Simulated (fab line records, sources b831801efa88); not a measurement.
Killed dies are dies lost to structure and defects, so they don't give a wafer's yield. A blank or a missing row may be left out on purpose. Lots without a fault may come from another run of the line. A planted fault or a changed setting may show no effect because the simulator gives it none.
One fault seen from 2 desks | flow sky130 | each desk has only its own numbers; what lay behind them comes last

THE METROLOGY DESK
What the gauges read, lot by lot, whatever tool the lot ran on: means of the sampled wafers that have a number. A lot is out of limits, marked OUT, if its mean lies more than 4 standard deviations from the usual mean; the brackets give that distance.
Columns: A = VT_ADJUST_LVTN_01_OVL at SKY_VT_ADJUST_LVTN_OVL_MEAS_18, usual -0.1 nm; B = VT_ADJUST_NCORE_OVL at SKY_VT_ADJUST_NCORE_OVL_MEAS_08, usual -0.3 nm; C = SONOS_ONO_OXIDATION_THK at SKY_SONOS_ONO_THK_MEAS_01, usual 2.60 nm
lot  | first seen here | A    | B    | C
L800 | day 8 03:38     | -2.7 | -0.6 | 2.60
L801 | day 8 04:47     | 1.9  | -2.4 | 2.62
L802 | day 8 13:20     | 0.0  | 0.9  | 2.57
L803 | day 8 18:07     | 0.6  | -2.2 | 2.58
L805 | day 9 10:37     | -1.1 | -1.1 | 2.62
L809 | day 10 14:46    | 1.3  | -0.7 | 3.77 (+23) OUT
L810 | day 10 23:52    | 1.7  | 2.1  | 3.75 (+22) OUT
L812 | day 11 09:38    | 0.8  | 1.8  | 3.72 (+22) OUT
L817 | day 12 15:55    | -0.9 | -0.6 | 2.59
L821 | day 14 03:49    | 1.5  | -0.2 | 2.56
L822 | day 14 09:25    | -1.3 | 0.3  | 2.59
This desk's finding: out of limits on L809, L810, L812; first on L809, day 15 01:18 (SONOS_ONO_OXIDATION_THK at SKY_SONOS_ONO_THK_MEAS_01). In limits: L800, L801, L802, L803, L805, L817, L821, L822.

THE TOOL OWNER'S DESK: furnace-02
The tool's own readings at SKY_SONOS_ONO_OXIDATION_00 (stabilise 600 s, purge 300 s, target thk 2.6 nm): means of the sampled wafers that have a number, for each lot that ran on this tool. A lot is out of limits, marked OUT, if its mean lies more than 4 standard deviations from the usual mean; the brackets give that distance. Of its 8 readings 7 are shown: the one that was out of limits first, and those that lie furthest out on some lot.
Columns: A = spike_tc_bottom_C at SKY_SONOS_ONO_OXIDATION_00, usual 821.9 C; B = spike_tc_centre_C at SKY_SONOS_ONO_OXIDATION_00, usual 799.2 C; C = spike_tc_lower_C at SKY_SONOS_ONO_OXIDATION_00, usual 800.8 C; D = spike_tc_top_C at SKY_SONOS_ONO_OXIDATION_00, usual 808.8 C; E = spike_tc_upper_C at SKY_SONOS_ONO_OXIDATION_00, usual 801.8 C; F = tube_center_temp_C at SKY_SONOS_ONO_OXIDATION_00, usual 800 C; G = tube_center_temp_C_max at SKY_SONOS_ONO_OXIDATION_00, usual 802.1
lot  | first seen here | A               | B               | C               | D                | E               | F                     | G
L800 | day 11 21:40    | 819.7           | 797.7           | 799.9           | 806.2            | 800.1           | 800                   | 802.1
L801 | day 12 00:25    | 821.3           | 798.4           | 800.5           | 805.4            | 799.8           | 800                   | 802.2
L809 | day 14 23:57    | 846.6 (+11) OUT | 824.8 (+15) OUT | 826.7 (+24) OUT | 832.4 (+7.9) OUT | 826.3 (+14) OUT | 827 (+99 or more) OUT | 828.6 (+74) OUT
L810 | day 15 05:29    | 846.0 (+10) OUT | 824.8 (+15) OUT | 826.6 (+23) OUT | 831.9 (+7.7) OUT | 827.3 (+15) OUT | 827 (+99 or more) OUT | 828.7 (+74) OUT
L812 | day 15 15:48    | 847.0 (+11) OUT | 823.2 (+14) OUT | 827.1 (+24) OUT | 832.0 (+7.7) OUT | 826.8 (+15) OUT | 827 (+99 or more) OUT | 828.7 (+74) OUT
L821 | day 18 21:20    | 820.6           | 798.1           | 801.2           | 806.5            | 800.7           | 800                   | 802.1
This desk's finding: out of limits on L809, L810, L812; first on L809, day 14 23:57 (spike_tc_bottom_C at SKY_SONOS_ONO_OXIDATION_00). In limits: L800, L801, L821.

PUT TOGETHER
The tool owner's desk could have raised an alarm at day 14 23:57, on L809, L810, L812.
The metrology desk could have raised an alarm at day 15 01:18, on L809, L810, L812.
Of the lots named, all ran SKY_SONOS_ONO_OXIDATION_00 on furnace-02.

WHAT THE SIMULATOR HAD PUT IN
Process parameter drift: furnace-02, from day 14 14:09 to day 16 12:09, at SKY_SONOS_ONO_OXIDATION_00. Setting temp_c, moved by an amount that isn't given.
Lots struck among those shown: L809, L810, L812.
Hours from the fault's start to each desk's first reading out of limits: the tool owner's desk, 10; the metrology desk, 11.
